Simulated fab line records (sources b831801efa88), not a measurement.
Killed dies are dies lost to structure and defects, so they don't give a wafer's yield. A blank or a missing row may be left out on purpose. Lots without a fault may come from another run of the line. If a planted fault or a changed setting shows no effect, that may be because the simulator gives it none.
A struck lot beside a sound one :: flow sky130 :: 44 steps out of a route of 708
Sound: these wafers, L132.1, L132.4, L132.6. Struck: wafer L141.2 (L141.4, L141.5, from the same lot, were not struck and are left out); the cause is given at the end.
Order at every step that has rows: each side's tool, ch and its chambers, its first start. Under that, the readings that differ: sound wafers :: struck wafers :: difference of the means :: sigmas: that difference in standard deviations of wafers without a fault.
alike: words and numbers the same on both sides, and readings whose means are apart by under 2 such deviations; not compared: readings that were withheld, readings missing a value for some wafer, numbers with overlapping values and no deviation given by the record, and bounds like >300 which may hide the same value.
The two part at a step that has a row with sigmas, a row that says differs or no value, or rows on one side only. Non-overlapping numbers with no deviation appear without sigmas and do not part them. Lack of a reading on every wafer of one side parts them only where that side has two or more wafers.

first, 5 steps without rows for these wafers: SKY_VIA3_ETCH_15 (etches SiO2 in C4F8/O2/Ar, stops on TiN, target depth 507 nm, time 78 s); SKY_VIA3_STRIP_16 (strips in O2/N2); SKY_VIA3_STRIP_17 (strips in post etch residue remover, time 1200 s); SKY_VIA3_CLEAN_18 (cleans in IPA, time 180 s); SKY_VIA3_CLEAN_19 (cleans in O3/DIW).
SKY_VIA3_SPUTTER_20: material TiN, target thk 20 nm, time 80 s.
  struck on pvd-sputter-03, day 43 23:11; sound on pvd-sputter-02, day 41 17:51
  alike: throttle-valve-pct
then, 1 step without rows for these wafers: SKY_VIA3_CVD_21 (deposits W, target thk 390 nm, time 117.31 s).
SKY_VIA3_RS_MEAS_22: the measuring method here is four-point-probe.
  struck on film-metro-03, day 43 23:23; sound on film-metro-03, day 41 18:02
reading: VIA3_W_RS (ohm/sq)
sound: 0.284 0.281 0.292
struck: 0.302
difference: +0.016
sigmas: +3
SKY_VIA3_THK_MEAS_23: measures by xrf.
  struck on film-metro-03, day 43 23:29; sound on film-metro-03, day 41 18:09
reading: VIA3_W_THK (nm)
sound: 400 404 389
struck: 380
difference: -18
sigmas: -2
then, 3 steps without rows for these wafers: SKY_VIA3_CMP_24 (polishes, stops on SiO2, t overpolish 20 s, target thk 0 nm); SKY_METAL4_SPUTTER_00 (material Ti, target thk 15 nm, time 10 s); SKY_METAL4_SPUTTER_01 (material TiN, target thk 20 nm, time 16.7 s).
SKY_METAL4_SPUTTER_02: material AlCu, target thk 735 nm, time 39.1 s.
  struck on pvd-sputter-04, day 43 23:53; sound on pvd-sputter-04, day 41 18:34
reading: model.AlCu_of_METAL4_SPUTTER_02.thk-nm (nm)
sound: 740 735.1 737
struck: 873.6
difference: +136.2
sigmas: 
  alike: throttle-valve-pct
SKY_METAL4_SPUTTER_03: material Ti, target thk 5 nm, time 3.3 s.
  struck on pvd-sputter-04, day 43 23:56; sound on pvd-sputter-04, day 41 18:36
  alike: throttle-valve-pct
SKY_METAL4_SPUTTER_04: material TiN, target thk 70 nm, time 58.3 s.
  struck on pvd-sputter-04, day 43 23:57; sound on pvd-sputter-04, day 41 18:37
  alike: throttle-valve-pct
then, 1 step without rows for these wafers: SKY_CAP2M_CVD_00 (deposits SiO2, target thk 15.5 nm).
SKY_CAP2M_THK_MEAS_01:
  struck on film-metro-04, day 44 00:02; sound on film-metro-03, day 41 18:41
  alike: CAP2M_CVD_00_THK
then, 1 step without rows for these wafers: SKY_CAP2M_SPUTTER_02 (material TiN, target thk 200 nm, time 166.7 s).
SKY_CAP2M_RS_MEAS_03: the measuring method here is four-point-probe.
  struck on film-metro-04, day 44 00:13; sound on film-metro-02, day 41 18:51
  alike: CAP2M_TIN_RS
SKY_CAP2M_THK_MEAS_04: measures by xrf.
  struck on film-metro-04, day 44 00:19; sound on film-metro-02, day 41 18:58
  alike: CAP2M_TIN_THK
then, 7 steps without rows for these wafers: SKY_CAP2M_DEHYDRATE_05 (time 60 s); SKY_CAP2M_HMDS_06 (prime time 60 s); SKY_CAP2M_COAT_07 (resist thk 1140 nm); SKY_CAP2M_SOFTBAKE_08 (time 60 s); SKY_CAP2M_EXPOSE_09 (exposes mask CAP2M, target cd 1000 nm); SKY_CAP2M_PEB_10; SKY_CAP2M_DEVELOP_11 (develop time 60 s).
SKY_CAP2M_OVL_MEAS_12:
  struck on overlay-01, day 44 22:50; sound on overlay-02, day 42 18:39
  alike: CAP2M_OVL
SKY_CAP2M_METAL_ETCH_13: etches TiN in Cl2/BCl3, stops on SiO2, target depth 220 nm, time 62.9 s.
  sound on rie-metal-02 ch 0,1, day 42 18:41; struck on rie-metal-03 ch 0, day 44 22:52
reading: drypump-motor-current-A (A)
sound: 6.6 6.6 5.8
struck: 5.6
difference: -0.7
sigmas: -2
  alike: chamber-pressure-mTorr, oes-product-au, throttle-valve-pct
  not compared: rf-hours-counter-h
SKY_CAP2M_STRIP_14: strips in O2/N2.
  sound on plasma-asher-01 ch 1, day 42 18:46; struck on plasma-asher-01 ch 0, day 44 22:56
reading: drypump-motor-current-A (A)
sound: 5.4 5.4 5.4
struck: 6.3
difference: +0.9
sigmas: +3

reading: oes-product-au (a.u.)
sound: 0.707 0.707 0.710
struck: 0.720
difference: +0.012
sigmas: +3
  alike: chamber-pressure-mTorr, strip-time-to-endpoint-s
  not compared: rf-hours-counter-h
then, 11 steps without rows for these wafers: SKY_CAP2M_STRIP_15 (strips in post etch residue remover, time 1200 s); SKY_CAP2M_CLEAN_16 (cleans in IPA, time 180 s); SKY_CAP2M_CLEAN_17 (cleans in O3/DIW); SKY_METAL4_DEHYDRATE_05 (time 60 s); SKY_METAL4_HMDS_06 (prime time 60 s); SKY_METAL4_COAT_07 (resist thk 60 nm); SKY_METAL4_COAT_08 (resist thk 1140 nm); SKY_METAL4_SOFTBAKE_09 (time 90 s); SKY_METAL4_EXPOSE_10 (exposes mask MM4, target cd 300 nm); SKY_METAL4_PEB_11; SKY_METAL4_DEVELOP_12 (develop time 60 s).
SKY_METAL4_CD_MEAS_13: target cd 300 nm.
  struck on cd-sem-02, day 45 21:27; sound on cd-sem-01, day 43 19:56
  alike: cd-nm
SKY_METAL4_METAL_ETCH_18: etches the open film in Cl2/BCl3, stops on SiO2, target depth 845 nm, time 183.1 s.
  sound on rie-metal-04 ch 1, day 43 20:14; struck on rie-metal-04 ch 1, day 45 21:44
reading: oes-product-au (a.u.)
sound: 0.871 0.868 0.867
struck: 0.946
difference: +0.077
sigmas: +12
  alike: chamber-pressure-mTorr, drypump-motor-current-A, throttle-valve-pct
  not compared: rf-hours-counter-h
-- the record jumps here: 4 days lie between the struck wafers' starts before and after (it left off in module METAL4 and takes up again in module PAD_OPEN, whose first step shown is number 708 of the route) --
SKY_PAD_OPEN_PROBE_99:
  struck on prober-01, day 49 10:28; sound on prober-01, day 47 15:15
reading: killed-short
sound: 34 35 25
struck: 45
difference: +14
sigmas: +2

reading: model.etest.met4.line-ohm-um
sound: 0.1456 0.1426 0.1419
struck: 0.118
difference: -0.025
sigmas: 

reading: model.etest.met4.rs-ohm-sq
sound: 0.04273 0.04292 0.04258
struck: 0.03567
difference: -0.00707
sigmas: 
  alike: defect-limited-yield, killed_at_M0_to_M3, killed_at_M4_up, killed-at-contacts, killed-at-front-end, killed-at-other, killed-dies, killed-open, sort_bin_3_pad_short, sort_bin_5_function, sort_bin_6_memory, sort-n-pass, sort-yield-pct

WHERE THEY PART
First at SKY_VIA3_RS_MEAS_22; last, within this record, at SKY_PAD_OPEN_PROBE_99.

WHY: what had been put in by the simulator
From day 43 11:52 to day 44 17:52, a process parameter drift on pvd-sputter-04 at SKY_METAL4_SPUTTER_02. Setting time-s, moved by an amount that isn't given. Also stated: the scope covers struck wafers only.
